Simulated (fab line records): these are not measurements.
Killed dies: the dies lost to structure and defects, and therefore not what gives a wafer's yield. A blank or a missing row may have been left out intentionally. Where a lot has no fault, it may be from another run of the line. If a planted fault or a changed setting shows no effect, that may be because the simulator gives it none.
A struck lot beside a sound one ; flow sky130 ; 44 out of 708 route steps
Sound: wafers L217.1, L217.2, L217.3. The struck wafers were L214.1, L214.2, L214.3. The cause is named last.
For every step that has rows: the tool of each side, followed by ch and its chambers, followed by its first start. Under that, the readings that differ: sound wafers ; struck wafers ; difference of the means ; sigmas: that difference in standard deviations of wafers without a fault.
alike: a reading whose means differ by less than 2 such deviations, as well as words and numbers matching on both sides. not compared: withheld readings; readings where some wafer has no value; bounds like >300 that might hide an equal value; numbers whose values overlap and for which the record gives no deviation.
Wherever a step has rows on one side only, a row that says differs or no value, or a row with sigmas, the two part there. Numbers that don't overlap but have no deviation are shown without sigmas and don't part them. A reading missing from all wafers of one side parts the sides only when that side holds two or more wafers.

first, 5 steps without rows for these wafers: SKY_FIELD_ISO_WET_ETCH_18 (etches Si3N4 in H3PO4, target depth 25 nm, time 286 s); SKY_FIELD_ISO_CLEAN_19 (cleans in SC1/SC2, time 150 s); SKY_FIELD_ISO_CLEAN_20 (cleans in dHF, time 20 s); SKY_FIELD_ISO_WET_ETCH_21 (etches SiO2 in dHF, target depth 20 nm, time 400 s); SKY_FIELD_ISO_OXIDATION_22 (stabilise 600 s, purge 300 s, target thk 10 nm).
SKY_FIELD_ISO_THK_MEAS_23:
  sound: film metro-04 at day 6 04:06; struck: film metro-02 at day 5 13:28
  alike: FIELD_ISO_OXIDATION_01_THK
then, 1 step without rows for these wafers: SKY_FIELD_ISO_CVD_24 (deposits SiO2, target thk 595 nm, time 99.2 s).
SKY_FIELD_ISO_THK_MEAS_25:
  sound: film metro-04 at day 6 04:14; struck: film metro-04 at day 5 13:36
  alike: FIELD_ISO_CVD_24_THK
then, 1 step without rows for these wafers: SKY_FIELD_ISO_ANNEAL_26 (time 1800 s).
SKY_FIELD_ISO_CMP_27: polishes, stops on Si3N4, t overpolish 16 s, target thk 457.8 nm.
  sound on cmp-01 ch 1,2,3, day 6 05:47; struck on cmp-02 ch 0,2,3, day 5 16:36
  alike: head pressure psi, motor current A, overpolish run s, slurry flow ml min, time to endpoint s
then, 2 steps without rows for these wafers: SKY_FIELD_ISO_WET_ETCH_28 (etches SiO2 in dHF, target depth 23.7 nm, time 47 s); SKY_FIELD_ISO_WET_ETCH_29 (etches Si3N4 in H3PO4, target depth 160 nm, time 1825 s).
SKY_FIELD_ISO_WET_ETCH_30: etches SiO2 in dHF, target depth 25 nm, time 50 s.
  sound on wet bench-01 ch 2, day 6 06:38; struck on wet bench-02 ch 2, day 5 17:23
reading;sound;struck;difference;sigmas
run length s (s);77 77 77;49 49 49;-28;-9
model.SiO2_of_FIELD_ISO_CVD_24.thk nm (nm);405.9 406.2 405.7;417.8 420.6 420.6;+13.7;
  alike: temp c
then, 2 steps without rows for these wafers: SKY_NWELL_CLEAN_00 (cleans in SC1/SC2, time 150 s); SKY_NWELL_OXIDATION_01 (stabilise 600 s, purge 300 s, target thk 10 nm).
SKY_NWELL_THK_MEAS_02:
  sound: film metro-01 at day 6 08:06; struck: film metro-02 at day 5 19:28
  alike: NWELL_OXIDATION_THK
then, 8 steps without rows for these wafers: SKY_DNWELL_DEHYDRATE_00 (time 60 s); SKY_DNWELL_HMDS_01 (prime time 60 s); SKY_DNWELL_COAT_02 (resist thk 3000 nm); SKY_DNWELL_SOFTBAKE_03; SKY_DNWELL_EXPOSE_04 (exposes mask DNM, target cd 3000 nm); SKY_DNWELL_PEB_05; SKY_DNWELL_DEVELOP_06 (develop time 60 s); SKY_DNWELL_IMPLANT_07.
SKY_DNWELL_STRIP_08: strips in O2/N2.
  sound on plasma asher-02 ch 0,1, day 7 03:50; struck on plasma asher-02 ch 0,1, day 6 14:43
reading;sound;struck;difference;sigmas
strip time to endpoint s (s);36.72 36.65 36.79;36.85 36.96 36.93;+0.19;+2
  alike: drypump motor current A, oes product au
  not compared: rf hours counter h
SKY_DNWELL_TW_MEAS_09:
  sound: film metro-01 at day 7 03:56; struck: film metro-01 at day 6 14:49
  alike: DNWELL_TW
then, 7 steps without rows for these wafers: SKY_PWDE_DEHYDRATE_00 (time 60 s); SKY_PWDE_HMDS_01 (prime time 60 s); SKY_PWDE_COAT_02 (resist thk 3000 nm); SKY_PWDE_SOFTBAKE_03; SKY_PWDE_EXPOSE_04 (exposes mask PWDEM, target cd 840 nm); SKY_PWDE_PEB_05; SKY_PWDE_DEVELOP_06 (develop time 60 s).
SKY_PWDE_OVL_MEAS_07:
  sound: overlay-02 at day 7 23:18; struck: overlay-02 at day 7 10:53
reading;sound;struck;difference;sigmas
PWDE_OVL (nm);0.5 1.1 1.6;-1.8 -2.6 -2.5;-3.4;-2
then, 1 step without rows for these wafers: SKY_PWDE_IMPLANT_08.
SKY_PWDE_STRIP_09: strips in O2/N2.
  sound on plasma asher-01 ch 0,1, day 7 23:29; struck on plasma asher-03 ch 0,1, day 7 11:05
  alike: drypump motor current A, oes product au, strip time to endpoint s
  not compared: rf hours counter h
SKY_PWDE_TW_MEAS_10:
  sound: film metro-02 at day 7 23:35; struck: film metro-02 at day 7 11:11
  alike: PWDE_TW
then, 5 steps without rows for these wafers: SKY_NWELL_DEHYDRATE_03 (time 60 s); SKY_NWELL_HMDS_04 (prime time 60 s); SKY_NWELL_COAT_05 (resist thk 3000 nm); SKY_NWELL_SOFTBAKE_06; SKY_NWELL_EXPOSE_07 (exposes mask NWM, target cd 840 nm).
-- the record jumps here: 26 days lie between the struck wafers' starts before and after (it left off in module NWELL and takes up again in module SALICIDE, whose first step shown is number 361 of the route) --
SKY_SALICIDE_CLEAN_00: cleans in HF-last, time 30 s.
  sound on wet bench-04 ch 2, day 33 15:24; struck on wet bench-02 ch 0, day 33 01:20
reading;sound;struck;difference;sigmas
model.SiO2_of_FIELD_ISO_CVD_24.thk nm (nm);359.7 359.8 359.5;371.7 374.4 374.5;+13.9;
-- the record jumps here: 16 days lie between the struck wafers' starts before and after (it left off in module SALICIDE and takes up again in module PAD_OPEN, whose first step shown is number 708 of the route) --
SKY_PAD_OPEN_PROBE_99:
  sound: prober-01 at day 49 19:22; struck: prober-02 at day 49 03:14
reading;sound;struck;difference;sigmas
model.etest.pfet_16v.r on ohm um;1.51e+04 1.528e+04 1.531e+04;1.556e+04 1.579e+04 1.546e+04;+3.733e+02;
model.etest.res iso pwell.line ohm um;1284 1312 1299;1219 1252 1176;-83;
model.etest.res nwell.rs ohm sq;978 977.3 971.1;1092 1110 1058;+111;
model.etest.field p.vt v (V);-41.96 -42.19 -42.18;-46.42 -47.12 -45.46;-4.22;
  alike: killed_at_M0_to_M3, killed_at_M4_up, killed at contacts, killed at front end, killed at other, killed dies, killed open, killed short
  not compared: model.etest.res_p_drift_20v.line ohm um, model.etest.res_p_drift_20v.rs ohm sq, model.etest.cap li to poly.c af um2, model.etest.cap poly to well.c af um2

== WHERE THEY PART ==
Last at SKY_PWDE_OVL_MEAS_07 as far as this record goes, first at SKY_FIELD_ISO_WET_ETCH_30. Later steps at which nothing parts them and some readings are alike: SKY_PWDE_STRIP_09, SKY_PWDE_TW_MEAS_10, SKY_PAD_OPEN_PROBE_99.

WHY: what had been put in by the simulator
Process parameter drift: wet bench-02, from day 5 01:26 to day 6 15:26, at SKY_FIELD_ISO_WET_ETCH_30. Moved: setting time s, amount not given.
